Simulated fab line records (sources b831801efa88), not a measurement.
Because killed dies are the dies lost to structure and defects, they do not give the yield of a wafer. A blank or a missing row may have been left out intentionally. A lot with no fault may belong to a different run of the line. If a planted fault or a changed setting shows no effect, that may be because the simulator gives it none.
Which tool was responsible? :: flow sfq line :: 39 wafers from 13 lots sampled at 5 of the route's 325 steps

## WHAT THE GAUGES SHOWED, per wafer
SFQ_I1_OVL_MEAS_913.
lot: L159
measured: day 15 16:40
on: overlay-01
I1_OVL (nm): 0 -1 -6

lot: L160
measured: day 16 01:05
on: overlay-02
I1_OVL (nm): -5 -1 -3

lot: L161
measured: day 16 12:37
on: overlay-01
I1_OVL (nm): -2 0 7

lot: L162
measured: day 16 18:37
on: overlay-02
I1_OVL (nm): 1 -2 -6

lot: L163
measured: day 17 03:02
on: overlay-02
I1_OVL (nm): -8 -2 3

lot: L166
measured: day 18 17:49
on: overlay-01
I1_OVL (nm): -3 4 -2

lot: L169
measured: day 20 03:24
on: overlay-01
I1_OVL (nm): 4 -8 5

lot: L170
measured: day 20 10:36
on: overlay-02
I1_OVL (nm): 3 -1 3

lot: L178
measured: day 23 15:50
on: overlay-02
I1_OVL (nm): -2 3 -6

lot: L179
measured: day 24 10:37
on: overlay-01
I1_OVL (nm): -4 -3 -6

lot: L180
measured: day 24 11:49
on: overlay-01
I1_OVL (nm): -3 -3 -1

lot: L181
measured: day 24 23:49
on: overlay-01
I1_OVL (nm): -6 -6 8

lot: L182
measured: day 25 08:13
on: overlay-02
I1_OVL (nm): -6 -6 -4

SFQ_M3_OVL_MEAS_921.
lot: L159
measured: day 29 00:14
on: overlay-01
M3_OVL (nm): -12 -9 -12

lot: L160
measured: day 29 09:50
on: overlay-01
M3_OVL (nm): -6 -1 -3

lot: L161
measured: day 29 19:26
on: overlay-01
M3_OVL (nm): 8 8 4

lot: L162
measured: day 30 01:26
on: overlay-01
M3_OVL (nm): 8 7 7

lot: L163
measured: day 30 09:51
on: overlay-01
M3_OVL (nm): 9 5 8

lot: L166
measured: day 32 06:16
on: overlay-02
M3_OVL (nm): -3 -4 -8

lot: L169
measured: day 33 12:04
on: overlay-01
M3_OVL (nm): 54 61 55

lot: L170
measured: day 34 04:53
on: overlay-01
M3_OVL (nm): 52 54 48

lot: L178
measured: day 37 12:14
on: overlay-02
M3_OVL (nm): 2 -1 4

lot: L179
measured: day 37 21:50
on: overlay-01
M3_OVL (nm): 3 4 3

lot: L180
measured: day 38 01:26
on: overlay-02
M3_OVL (nm): -1 -4 -4

lot: L181
measured: day 38 17:02
on: overlay-02
M3_OVL (nm): -4 -2 -9

lot: L182
measured: day 39 01:26
on: overlay-02
M3_OVL (nm): 5 -1 -1

## WHICH TOOL RAN EACH LOT (tool, then ch and the chambers of the sampled wafers, then the start)
lot: L159
SFQ_TRILAYER_I0_DEP_PECVD_027: pecvd-04 ch 0,1, day 5 18:55
SFQ_TRILAYER_M2_DEP_SPUTTER_055: pvd sputter-05, day 15 17:40
SFQ_TRILAYER_M3_LITHO_EXPOSE_076: krf scanner-02 ch 0, day 28 22:44

lot: L160
SFQ_TRILAYER_I0_DEP_PECVD_027: pecvd-04 ch 0,1, day 6 01:01
SFQ_TRILAYER_M2_DEP_SPUTTER_055: pvd sputter-05, day 16 02:05
SFQ_TRILAYER_M3_LITHO_EXPOSE_076: krf scanner-02 ch 0, day 29 08:20

lot: L161
SFQ_TRILAYER_I0_DEP_PECVD_027: pecvd-03 ch 0,2, day 6 10:36
SFQ_TRILAYER_M2_DEP_SPUTTER_055: pvd sputter-03, day 16 13:38
SFQ_TRILAYER_M3_LITHO_EXPOSE_076: krf scanner-02 ch 0, day 29 17:56

lot: L162
SFQ_TRILAYER_I0_DEP_PECVD_027: pecvd-04 ch 0,1, day 6 13:00
SFQ_TRILAYER_M2_DEP_SPUTTER_055: pvd sputter-04, day 16 19:37
SFQ_TRILAYER_M3_LITHO_EXPOSE_076: krf scanner-02 ch 0, day 29 23:56

lot: L163
SFQ_TRILAYER_I0_DEP_PECVD_027: pecvd-04 ch 0,2, day 6 20:12
SFQ_TRILAYER_M2_DEP_SPUTTER_055: pvd sputter-03, day 17 04:01
SFQ_TRILAYER_M3_LITHO_EXPOSE_076: krf scanner-02 ch 0, day 30 08:44

lot: L166
SFQ_TRILAYER_I0_DEP_PECVD_027: pecvd-04 ch 0,1,2, day 7 15:20
SFQ_TRILAYER_M2_DEP_SPUTTER_055: pvd sputter-04, day 18 19:00
SFQ_TRILAYER_M3_LITHO_EXPOSE_076: krf scanner-02 ch 0, day 32 05:20

lot: L169
SFQ_TRILAYER_I0_DEP_PECVD_027: pecvd-04 ch 0,1,2, day 8 19:55
SFQ_TRILAYER_M2_DEP_SPUTTER_055: pvd sputter-03, day 20 04:23
SFQ_TRILAYER_M3_LITHO_EXPOSE_076: krf scanner-01 ch 0, day 33 10:34

lot: L170
SFQ_TRILAYER_I0_DEP_PECVD_027: pecvd-02 ch 0,1, day 8 22:19
SFQ_TRILAYER_M2_DEP_SPUTTER_055: pvd sputter-05, day 20 11:47
SFQ_TRILAYER_M3_LITHO_EXPOSE_076: krf scanner-01 ch 0, day 34 03:35

lot: L178
SFQ_TRILAYER_I0_DEP_PECVD_027: pecvd-04 ch 0,2, day 10 21:28
SFQ_TRILAYER_M2_DEP_SPUTTER_055: pvd sputter-04, day 23 16:49
SFQ_TRILAYER_M3_LITHO_EXPOSE_076: krf scanner-02 ch 0, day 37 10:44

lot: L179
SFQ_TRILAYER_I0_DEP_PECVD_027: pecvd-03 ch 0,1, day 11 01:28
SFQ_TRILAYER_M2_DEP_SPUTTER_055: pvd sputter-05, day 24 11:37
SFQ_TRILAYER_M3_LITHO_EXPOSE_076: krf scanner-02 ch 0, day 37 20:20

lot: L180
SFQ_TRILAYER_I0_DEP_PECVD_027: pecvd-04 ch 1,2, day 11 08:40
SFQ_TRILAYER_M2_DEP_SPUTTER_055: pvd sputter-03, day 24 12:48
SFQ_TRILAYER_M3_LITHO_EXPOSE_076: krf scanner-02 ch 0, day 37 23:56

lot: L181
SFQ_TRILAYER_I0_DEP_PECVD_027: pecvd-04 ch 0,1,2, day 11 15:41
SFQ_TRILAYER_M2_DEP_SPUTTER_055: pvd sputter-03, day 25 00:50
SFQ_TRILAYER_M3_LITHO_EXPOSE_076: krf scanner-02 ch 0, day 38 15:32

lot: L182
SFQ_TRILAYER_I0_DEP_PECVD_027: pecvd-03 ch 1,2, day 11 22:53
SFQ_TRILAYER_M2_DEP_SPUTTER_055: pvd sputter-04, day 25 09:12
SFQ_TRILAYER_M3_LITHO_EXPOSE_076: krf scanner-02 ch 0, day 39 00:08
- SFQ_TRILAYER_I0_DEP_PECVD_027: deposits SiO2 from SiH4/N2O, time 111.11 s, target thk 500 nm.
- SFQ_TRILAYER_M2_DEP_SPUTTER_055: material Nb, target thk 200 nm, time 133.3 s.
- SFQ_TRILAYER_M3_LITHO_EXPOSE_076: exposes mask M3, target cd 500 nm.

## WHAT THE TOOLS THEMSELVES READ (means of the sampled wafers that have a number; where no wafer has one, the mark that the record gives instead)
SFQ_TRILAYER_I0_DEP_PECVD_027.
lot: L159
tool: pecvd-04
heater power w (W): 96
showerhead vpp V (V): 852
throttle valve pct (%): 25.0

lot: L160
tool: pecvd-04
heater power w (W): 91
showerhead vpp V (V): 853
throttle valve pct (%): 25.0

lot: L161
tool: pecvd-03
heater power w (W): 99
showerhead vpp V (V): 838
throttle valve pct (%): 23.6

lot: L162
tool: pecvd-04
heater power w (W): 96
showerhead vpp V (V): 850
throttle valve pct (%): 25.0

lot: L163
tool: pecvd-04
heater power w (W): 93
showerhead vpp V (V): 836
throttle valve pct (%): 25.6

lot: L166
tool: pecvd-04
heater power w (W): 95
showerhead vpp V (V): 834
throttle valve pct (%): 25.5

lot: L169
tool: pecvd-04
heater power w (W): 97
showerhead vpp V (V): 838
throttle valve pct (%): 25.4

lot: L170
tool: pecvd-02
heater power w (W): 88
showerhead vpp V (V): 861
throttle valve pct (%): 25.0

lot: L178
tool: pecvd-04
heater power w (W): 94
showerhead vpp V (V): 824
throttle valve pct (%): 26.1

lot: L179
tool: pecvd-03
heater power w (W): 73
showerhead vpp V (V): 804
throttle valve pct (%): 22.3

lot: L180
tool: pecvd-04
heater power w (W): 99
showerhead vpp V (V): 811
throttle valve pct (%): 25.5

lot: L181
tool: pecvd-04
heater power w (W): 98
showerhead vpp V (V): 839
throttle valve pct (%): 25.7

lot: L182
tool: pecvd-03
heater power w (W): 93
showerhead vpp V (V): 839
throttle valve pct (%): 24.0

SFQ_TRILAYER_M2_DEP_SPUTTER_055.
lot: L159
tool: pvd sputter-05
cathode dc power W (W): 1999.9
throttle valve pct (%): 28.9

lot: L160
tool: pvd sputter-05
cathode dc power W (W): 2000.1
throttle valve pct (%): 29.6

lot: L161
tool: pvd sputter-03
cathode dc power W (W): 2000.1
throttle valve pct (%): 30.1

lot: L162
tool: pvd sputter-04
cathode dc power W (W): 1999.9
throttle valve pct (%): 28.9

lot: L163
tool: pvd sputter-03
cathode dc power W (W): 1999.9
throttle valve pct (%): 30.1

lot: L166
tool: pvd sputter-04
cathode dc power W (W): 2000.3
throttle valve pct (%): 29.6

lot: L169
tool: pvd sputter-03
cathode dc power W (W): 2000.0
throttle valve pct (%): 28.7

lot: L170
tool: pvd sputter-05
cathode dc power W (W): 2000.2
throttle valve pct (%): 29.5

lot: L178
tool: pvd sputter-04
cathode dc power W (W): 2000.1
throttle valve pct (%): 29.0

lot: L179
tool: pvd sputter-05
cathode dc power W (W): 2000.0
throttle valve pct (%): 28.5

lot: L180
tool: pvd sputter-03
cathode dc power W (W): 2000.2
throttle valve pct (%): 29.1

lot: L181
tool: pvd sputter-03
cathode dc power W (W): 1999.9
throttle valve pct (%): 29.1

lot: L182
tool: pvd sputter-04
cathode dc power W (W): 2000.3
throttle valve pct (%): 28.8

## THE ANSWER, worked out from the rows above alone
Rule: usual is defined by the lots themselves. The widest of any qualifying gaps counts: lots, ordered by their means at a reading, are off when they make up no more than a third of the lots, leave a main group of 4 or more, and stand apart from it by 3 or more times the standard deviation of that group's means. The tables above print the reading to a certain number of digits; a main group whose means all agree to those digits is not used. Also off: a lot with no number at a reading for which 4 or more lots have one. All remaining lots with rows at the step are treated as sound. The gauges are gone through in route order, then the tools' own readings, and for those a lot's mean is taken as printed above. The first step at which some lot is off is used, and at that step the reading that is off furthest; a lot without a number counts as furthest.
Off: at SFQ_M3_OVL_MEAS_921 (M3_OVL), L169, L170. Main group: mean -0 nm, sd 5.7.
If a tool, at a process step before that reading, ran all the lots that are off and no sound lot after the first of them, it fits. The gauges at SFQ_M3_OVL_MEAS_921 are tried like those tools. One candidate fits, namely krf scanner-01 at SFQ_TRILAYER_M3_LITHO_EXPOSE_076. It ran no sound lot before its first lot that is off in this sample, so the start can't be narrowed down.

## WHAT WAS PUT IN BY THE SIMULATOR
Scanner matching overlay: krf scanner-01, from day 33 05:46 on, at SFQ_TRILAYER_M3_LITHO_EXPOSE_076. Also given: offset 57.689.
Struck lots among those shown: L169, L170. Same finding as the rule above.
